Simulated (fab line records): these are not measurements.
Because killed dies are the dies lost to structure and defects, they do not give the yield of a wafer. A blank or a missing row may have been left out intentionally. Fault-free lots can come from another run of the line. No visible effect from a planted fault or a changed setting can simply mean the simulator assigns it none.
What tool caused it? || flow sky130 || 11 lots, 33 wafers sampled, at 4 steps of a route of 708

WHAT EACH GAUGE READ, for each wafer
SKY_LDD_P_OVL_MEAS_08.
{"lot": "L718", "measured": "day 19 08:07", "on": "overlay-02", "LDD_P_OVL (nm)": "2.2 2.7 1.2"}
{"lot": "L719", "measured": "day 19 20:42", "on": "overlay-02", "LDD_P_OVL (nm)": "-0.6 1.1 0.0"}
{"lot": "L720", "measured": "day 20 21:40", "on": "overlay-01", "LDD_P_OVL (nm)": "1.3 0.6 1.7"}
{"lot": "L721", "measured": "day 20 20:11", "on": "overlay-01", "LDD_P_OVL (nm)": "0.6 1.0 2.1"}
{"lot": "L728", "measured": "day 23 13:04", "on": "overlay-02", "LDD_P_OVL (nm)": "0.9 1.1 -0.2"}
{"lot": "L729", "measured": "day 24 06:28", "on": "overlay-02", "LDD_P_OVL (nm)": "-0.2 -0.6 0.6"}
{"lot": "L733", "measured": "day 25 07:49", "on": "overlay-02", "LDD_P_OVL (nm)": "-1.6 -2.5 -1.2"}
{"lot": "L735", "measured": "day 26 00:46", "on": "overlay-01", "LDD_P_OVL (nm)": "-1.3 -1.3 -1.1"}
{"lot": "L736", "measured": "day 26 11:09", "on": "overlay-01", "LDD_P_OVL (nm)": "0.4 -0.9 -0.2"}
{"lot": "L740", "measured": "day 27 11:42", "on": "overlay-01", "LDD_P_OVL (nm)": "-0.1 0.3 1.1"}
{"lot": "L741", "measured": "day 28 04:58", "on": "overlay-01", "LDD_P_OVL (nm)": "-1.2 -2.2 -1.6"}

SKY_SPACER_THK_MEAS_01.
{"lot": "L718", "measured": "day 23 05:14", "on": "film_metro-03", "SPACER_CVD_00_THK (nm)": "43.6 43.6 43.1"}
{"lot": "L719", "measured": "day 23 17:50", "on": "film_metro-04", "SPACER_CVD_00_THK (nm)": "43.8 43.6 43.6"}
{"lot": "L720", "measured": "day 24 20:14", "on": "film_metro-03", "SPACER_CVD_00_THK (nm)": "43.6 43.7 43.4"}
{"lot": "L721", "measured": "day 24 16:37", "on": "film_metro-04", "SPACER_CVD_00_THK (nm)": "43.2 42.8 42.7"}
{"lot": "L728", "measured": "day 27 07:43", "on": "film_metro-01", "SPACER_CVD_00_THK (nm)": "43.0 42.6 42.9"}
{"lot": "L729", "measured": "day 27 23:57", "on": "film_metro-04", "SPACER_CVD_00_THK (nm)": "42.0 42.4 42.1"}
{"lot": "L733", "measured": "day 29 01:16", "on": "film_metro-04", "SPACER_CVD_00_THK (nm)": "42.7 42.4 42.5"}
{"lot": "L735", "measured": "day 29 17:00", "on": "film_metro-04", "SPACER_CVD_00_THK (nm)": "43.3 42.9 43.4"}
{"lot": "L736", "measured": "day 30 03:41", "on": "film_metro-03", "SPACER_CVD_00_THK (nm)": "42.0 42.7 42.9"}
{"lot": "L740", "measured": "day 31 03:02", "on": "film_metro-03", "SPACER_CVD_00_THK (nm)": "42.5 42.8 42.7"}
{"lot": "L741", "measured": "day 31 20:31", "on": "film_metro-03", "SPACER_CVD_00_THK (nm)": "43.3 43.1 43.0"}

WHICH TOOL RAN EACH LOT (tool, then ch and the chambers of the sampled wafers, then the start)
{"lot": "L718", "SKY_FIELD_ISO_WET_ETCH_28": "wet_bench-03 ch 0, day 2 10:31", "SKY_NWELL_STRIP_14": "plasma_asher-01 ch 0,1, day 4 13:53"}
{"lot": "L719", "SKY_FIELD_ISO_WET_ETCH_28": "wet_bench-04 ch 2, day 2 17:22", "SKY_NWELL_STRIP_14": "plasma_asher-02 ch 0,1, day 4 23:16"}
{"lot": "L720", "SKY_FIELD_ISO_WET_ETCH_28": "wet_bench-01 ch 2, day 3 06:02", "SKY_NWELL_STRIP_14": "plasma_asher-01 ch 0,1, day 5 15:09"}
{"lot": "L721", "SKY_FIELD_ISO_WET_ETCH_28": "wet_bench-01 ch 3, day 3 06:02", "SKY_NWELL_STRIP_14": "plasma_asher-02 ch 0,1, day 5 14:46"}
{"lot": "L728", "SKY_FIELD_ISO_WET_ETCH_28": "wet_bench-03 ch 1, day 4 14:59", "SKY_NWELL_STRIP_14": "plasma_asher-02 ch 0,1, day 7 04:58"}
{"lot": "L729", "SKY_FIELD_ISO_WET_ETCH_28": "wet_bench-03 ch 3, day 4 20:52", "SKY_NWELL_STRIP_14": "plasma_asher-03 ch 1, day 7 06:34"}
{"lot": "L733", "SKY_FIELD_ISO_WET_ETCH_28": "wet_bench-04 ch 2, day 5 21:41", "SKY_NWELL_STRIP_14": "plasma_asher-01 ch 0,1, day 8 12:43"}
{"lot": "L735", "SKY_FIELD_ISO_WET_ETCH_28": "wet_bench-01 ch 2, day 6 08:07", "SKY_NWELL_STRIP_14": "plasma_asher-02 ch 0,1, day 9 02:20"}
{"lot": "L736", "SKY_FIELD_ISO_WET_ETCH_28": "wet_bench-01 ch 3, day 6 12:32", "SKY_NWELL_STRIP_14": "plasma_asher-03 ch 0,1, day 9 06:43"}
{"lot": "L740", "SKY_FIELD_ISO_WET_ETCH_28": "wet_bench-01 ch 1, day 7 07:17", "SKY_NWELL_STRIP_14": "plasma_asher-02 ch 0,1, day 10 03:47"}
{"lot": "L741", "SKY_FIELD_ISO_WET_ETCH_28": "wet_bench-04 ch 2, day 7 13:55", "SKY_NWELL_STRIP_14": "plasma_asher-02 ch 0,1, day 10 10:19"}
- SKY_FIELD_ISO_WET_ETCH_28: etches SiO2 in dHF, target depth 23.7 nm, time 47 s.
- SKY_NWELL_STRIP_14: strips in O2/N2.

AS READ BY THE TOOLS THEMSELVES (means over the sampled wafers that have a number; for cases with no such wafer, the mark the record gives instead)
SKY_FIELD_ISO_WET_ETCH_28.
{"lot": "L718", "tool": "wet_bench-03", "run_length_s (s)": 81}
{"lot": "L719", "tool": "wet_bench-04", "run_length_s (s)": 74}
{"lot": "L720", "tool": "wet_bench-01", "run_length_s (s)": 82}
{"lot": "L721", "tool": "wet_bench-01", "run_length_s (s)": 79}
{"lot": "L728", "tool": "wet_bench-03", "run_length_s (s)": 104}
{"lot": "L729", "tool": "wet_bench-03", "run_length_s (s)": 105}
{"lot": "L733", "tool": "wet_bench-04", "run_length_s (s)": 75}
{"lot": "L735", "tool": "wet_bench-01", "run_length_s (s)": 74}
{"lot": "L736", "tool": "wet_bench-01", "run_length_s (s)": 72}
{"lot": "L740", "tool": "wet_bench-01", "run_length_s (s)": 73}
{"lot": "L741", "tool": "wet_bench-04", "run_length_s (s)": 80}

SKY_NWELL_STRIP_14.
{"lot": "L718", "tool": "plasma_asher-01", "drypump_motor_current_A (A)": 5.54, "n2_flow_sccm (sccm)": 299.5, "oes_product_au (a.u.)": 0.722, "strip_time_to_endpoint_s (s)": 36.98}
{"lot": "L719", "tool": "plasma_asher-02", "drypump_motor_current_A (A)": 5.88, "n2_flow_sccm (sccm)": 299.9, "oes_product_au (a.u.)": 0.724, "strip_time_to_endpoint_s (s)": 36.82}
{"lot": "L720", "tool": "plasma_asher-01", "drypump_motor_current_A (A)": 5.58, "n2_flow_sccm (sccm)": 301.2, "oes_product_au (a.u.)": 0.725, "strip_time_to_endpoint_s (s)": 37.03}
{"lot": "L721", "tool": "plasma_asher-02", "drypump_motor_current_A (A)": 5.98, "n2_flow_sccm (sccm)": 299.7, "oes_product_au (a.u.)": 0.723, "strip_time_to_endpoint_s (s)": 36.96}
{"lot": "L728", "tool": "plasma_asher-02", "drypump_motor_current_A (A)": 5.94, "n2_flow_sccm (sccm)": 299.6, "oes_product_au (a.u.)": 0.723, "strip_time_to_endpoint_s (s)": 36.89}
{"lot": "L729", "tool": "plasma_asher-03", "drypump_motor_current_A (A)": 6.27, "n2_flow_sccm (sccm)": 300.7, "oes_product_au (a.u.)": 0.721, "strip_time_to_endpoint_s (s)": 37.00}
{"lot": "L733", "tool": "plasma_asher-01", "drypump_motor_current_A (A)": 5.43, "n2_flow_sccm (sccm)": 300.2, "oes_product_au (a.u.)": 0.720, "strip_time_to_endpoint_s (s)": 36.77}
{"lot": "L735", "tool": "plasma_asher-02", "drypump_motor_current_A (A)": 5.88, "n2_flow_sccm (sccm)": 300.3, "oes_product_au (a.u.)": 0.721, "strip_time_to_endpoint_s (s)": 36.84}
{"lot": "L736", "tool": "plasma_asher-03", "drypump_motor_current_A (A)": 6.23, "n2_flow_sccm (sccm)": 301.1, "oes_product_au (a.u.)": 0.726, "strip_time_to_endpoint_s (s)": 36.74}
{"lot": "L740", "tool": "plasma_asher-02", "drypump_motor_current_A (A)": 5.95, "n2_flow_sccm (sccm)": 300.2, "oes_product_au (a.u.)": 0.718, "strip_time_to_endpoint_s (s)": 36.88}
{"lot": "L741", "tool": "plasma_asher-02", "drypump_motor_current_A (A)": 5.88, "n2_flow_sccm (sccm)": 300.7, "oes_product_au (a.u.)": 0.718, "strip_time_to_endpoint_s (s)": 36.81}

THE ANSWER, worked out from the rows above alone
Rule: usual is defined by the lots themselves. Put in order of their means at a reading, lots are off if they are a third of the lots or fewer, leave a main group of 4 or more, and stand apart from it by a gap of 3 or more times the standard deviation of the main group's means; of several such gaps the widest counts. A main group whose means are all the same, to the digits that the tables above print for the reading, isn't used. A lot without any number at a reading at which 4 lots or more have one is off too. The other lots that the step has rows for count as sound. First the gauges in route order, then the tools' own readings, where a lot's mean is used as printed above. The first step at which some lot is off is used, and at that step the reading that is off furthest; a lot without a number counts as furthest.
Off, at SKY_FIELD_ISO_WET_ETCH_28 on run_length_s: L728, L729. The main group: mean 77 s, standard deviation 3.6.
If a tool, at that step or one of the process steps before it, ran each lot that is off and ran no sound lot following the first of them, it fits. One candidate fits, namely wet_bench-03 at SKY_FIELD_ISO_WET_ETCH_28. A fault onset in the window from L718 (day 2 10:31, its last sound lot) to L728 (day 4 14:59, its first lot off) fits.
The tool's own readings at SKY_FIELD_ISO_WET_ETCH_28 bear it out: on the lots that are off they differ by more than 5 times the standard deviation of the sound lots' means. run_length_s reads 104 s there against 77 s on the sound lots.

WHAT THE SIMULATOR HAD PUT IN
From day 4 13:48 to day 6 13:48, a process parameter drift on wet_bench-03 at SKY_FIELD_ISO_WET_ETCH_28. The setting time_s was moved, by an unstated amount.
Lots struck among those shown: L728, L729. The rule above found the same.
